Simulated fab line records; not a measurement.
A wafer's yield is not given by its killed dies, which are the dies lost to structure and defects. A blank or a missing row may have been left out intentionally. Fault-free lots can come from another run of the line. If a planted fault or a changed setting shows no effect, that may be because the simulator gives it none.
A lot that was struck, set against a sound lot :: flow sky130 :: 18 out of 708 route steps
Sound: wafers L180.1, L180.4, L180.5. Struck: wafer L194.4. (L194.1, L194.5 of the same lot were not struck and are left out.) The cause comes at the end.
Order at every step that has rows: each side's tool, ch and its chambers, its first start. Under that, the readings that differ: sound wafers :: struck wafers :: difference of the means :: sigmas: that difference in standard deviations of wafers without a fault.
alike: readings with means less than 2 such deviations apart, plus words and numbers identical on both sides. not compared: withheld readings, readings lacking a value on some wafer, bounds such as >300 that could conceal the same value, and numbers that have no deviation in the record and whose values overlap.
Wherever a step has rows on one side only, a row that says differs or no value, or a row with sigmas, the two part there. Non-overlapping numbers with no deviation appear without sigmas and do not part them. A reading missing from all wafers of one side parts the sides only when that side holds two or more wafers.

first, 3 steps without rows for these wafers: SKY_VIA2_EXPOSE_09 (exposes mask VIM2, target cd 200 nm); SKY_VIA2_PEB_10; SKY_VIA2_DEVELOP_11 (develop time 60 s).
SKY_VIA2_CD_MEAS_12: target cd 200 nm.
  sound on cdSem-01 at day 37 05:14; struck on cdSem-01 at day 40 23:29
  alike: cdNm
SKY_VIA2_OVL_MEAS_13:
  sound on overlay-01 at day 37 05:22; struck on overlay-02 at day 40 23:37
  alike: VIA2_OVL
SKY_VIA2_ETCH_14: etches BARC in N2/H2, stops on SiO2, time 45.9 s, target depth 60 nm.
  sound on rieDiel-04 ch 0,2, day 37 05:24; struck on rieDiel-01 ch 2, day 40 23:39
reading: drypumpMotorCurrentA (A)
sound: 5.72 5.34 5.31
struck: 6.23
difference: +0.77
sigmas: +3

reading: n2FlowSccm (sccm)
sound: 99.9 99.8 99.6
struck: 100.5
difference: +0.7
sigmas: +2
  alike: oesProductAu, throttleValvePct
  not compared: rfHoursCounterH
SKY_VIA2_ETCH_15: etches SiO2 in C4F8/O2/Ar, stops on TiN, target depth 546 nm, time 84 s.
  sound on rieDiel-04 ch 0,2, day 37 05:26; struck on rieDiel-01 ch 2, day 40 23:41
  alike: oesProductAu
  not compared: rfHoursCounterH
SKY_VIA2_STRIP_16: strips in O2/N2.
  sound on plasmaAsher-02 ch 0,1, day 37 05:30; struck on plasmaAsher-01 ch 1, day 40 23:45
  alike: drypumpMotorCurrentA, n2FlowSccm, oesProductAu, stripTimeToEndpointS
  not compared: rfHoursCounterH
then, 3 steps without rows for these wafers: SKY_VIA2_STRIP_17 (strips in post etch residue remover, time 1200 s); SKY_VIA2_CLEAN_18 (cleans in IPA, time 180 s); SKY_VIA2_CLEAN_19 (cleans in O3/DIW).
SKY_VIA2_SPUTTER_20: material TiN, target thk 20 nm, time 80 s.
  sound on pvdSputter-04 at day 37 06:06; struck on pvdSputter-02 at day 41 00:21
  alike: cathodeDcPowerW, throttleValvePct
SKY_VIA2_CVD_21: deposits W, target thk 420 nm, time 126.4 s.
  sound on cvdW-02 ch 0,1, day 37 06:10; struck on cvdW-01 ch 0, day 41 00:25
reading: model.W_of_VIA2_CVD_21.thkNm (nm)
sound: 429.8 423.7 423.5
struck: 772.8
difference: +347.1
sigmas: 
  alike: heaterPowerW
SKY_VIA2_RS_MEAS_22: the measuring method here is four-point-probe.
  sound on filmMetro-02 at day 37 06:17; struck on filmMetro-03 at day 41 00:49
reading: VIA2_W_RS (ohm/sq)
sound: 0.267 0.271 0.271
struck: 0.147
difference: -0.123
sigmas: -40
  not compared: hold
SKY_VIA2_THK_MEAS_23: measures by xrf.
  sound on filmMetro-02 at day 37 06:25; struck on filmMetro-03 at day 41 04:47
  not compared: hold, VIA2_W_THK
SKY_VIA2_CMP_24: polishes, stops on SiO2, t overpolish 20 s, target thk 0 nm.
  sound on cmp-02 ch 1,3, day 37 06:28; struck on cmp-02 ch 2, day 41 08:25
reading: hold
sound: - - -
struck: awaitDispo/3.6h/release
difference: no value on the sound wafers
sigmas: 

reading: timeToEndpointS (s)
sound: 114 104 105
struck: 202
difference: +94
sigmas: +16
  alike: edgeZonePressureFrac, headPressurePsi, motorCurrentA
SKY_METAL3_SPUTTER_00: material Ti, target thk 15 nm, time 10 s.
  sound on pvdSputter-01 at day 37 06:46; struck on pvdSputter-02 at day 41 08:43
  alike: cathodeDcPowerW, throttleValvePct
after that, 1 step had no rows for these wafers: SKY_PAD_OPEN_PROBE_99.

WHERE THEY PART
Earliest at SKY_VIA2_ETCH_14; latest, in this record, at SKY_VIA2_CMP_24. Later steps at which nothing parts them and some readings are alike: SKY_METAL3_SPUTTER_00.

WHY: what had been put in by the simulator
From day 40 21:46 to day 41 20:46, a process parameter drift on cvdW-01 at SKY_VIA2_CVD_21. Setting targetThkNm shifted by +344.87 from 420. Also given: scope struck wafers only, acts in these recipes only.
